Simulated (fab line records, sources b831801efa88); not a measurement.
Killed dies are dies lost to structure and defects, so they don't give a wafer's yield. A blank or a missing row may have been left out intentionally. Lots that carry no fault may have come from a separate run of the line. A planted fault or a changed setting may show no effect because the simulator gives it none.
Comparing a struck lot with a sound one ; flow sky130 ; 14 steps out of a route of 708
Sound: wafers L192.2, L192.3, L192.6. Wafers L205.1, L205.2, L205.5 were the ones struck. The cause is given at the end.
For every step that has rows: the tool of each side, followed by ch and its chambers, followed by its first start. Under that, the readings that differ: sound wafers ; struck wafers ; difference of the means ; sigmas: that difference in standard deviations of wafers without a fault.
alike: same words and numbers on both sides, and readings whose means sit less than 2 such deviations apart. not compared: any withheld reading, any reading some wafer has no value for, any bound like >300 that may hide the same value, and any number with overlapping values for which the record gives no deviation.
A row with sigmas, a row that says differs or no value, or rows on one side alone: a step with any of these is where the two part. Numbers that don't overlap but have no deviation are shown without sigmas and don't part them. Lack of a reading on every wafer of one side parts them only where that side has two or more wafers.

first, 2 steps without rows for these wafers: SKY_PWDE_PEB_05; SKY_PWDE_DEVELOP_06 (develop time 60 s).
SKY_PWDE_OVL_MEAS_07:
  struck on overlay-02, day 9 02:26; sound on overlay-01, day 5 21:43
  alike: PWDE_OVL
then, 1 step without rows for these wafers: SKY_PWDE_IMPLANT_08.
SKY_PWDE_STRIP_09: strips in O2/N2.
  sound on plasma asher-03 ch 0, day 5 21:54; struck on plasma asher-02 ch 0,1, day 9 02:37
reading;sound;struck;difference;sigmas
strip time to endpoint s (s);37.78 37.73 37.64;37.52 37.52 37.43;-0.23;-2
  alike: drypump motor current A, oes product au
  not compared: rf hours counter h
SKY_PWDE_TW_MEAS_10:
  struck on film metro-03, day 9 02:43; sound on film metro-01, day 5 22:01
reading;sound;struck;difference;sigmas
PWDE_TW;378.1 375.7 378.9;368.2 368.6 366.2;-9.9;-3
then, 6 steps without rows for these wafers: SKY_NWELL_DEHYDRATE_03 (time 60 s); SKY_NWELL_HMDS_04 (prime time 60 s); SKY_NWELL_COAT_05 (resist thk 3000 nm); SKY_NWELL_SOFTBAKE_06; SKY_NWELL_EXPOSE_07 (exposes mask NWM, target cd 840 nm); SKY_NWELL_PEB_08.
SKY_NWELL_DEVELOP_09: develop time 60 s.
  struck on litho track-02, day 9 23:00; sound on litho track-02 ch 0, day 6 16:00
  no value came back on the struck wafers for chill plate temp C (C), develop time s (s); on the sound wafers chill plate temp C (C) reads 23.03 22.87 23.09
SKY_NWELL_OVL_MEAS_10:
  struck on overlay-01, day 10 00:03; sound on overlay-01, day 6 16:55
reading;sound;struck;difference;sigmas
NWELL_00_OVL (nm);-1.1 -2.7 -0.4;- - -;no value on the struck wafers;

WHERE THEY PART
First at SKY_PWDE_STRIP_09; last, within this record, at SKY_NWELL_OVL_MEAS_10.

WHY: what had been put in by the simulator
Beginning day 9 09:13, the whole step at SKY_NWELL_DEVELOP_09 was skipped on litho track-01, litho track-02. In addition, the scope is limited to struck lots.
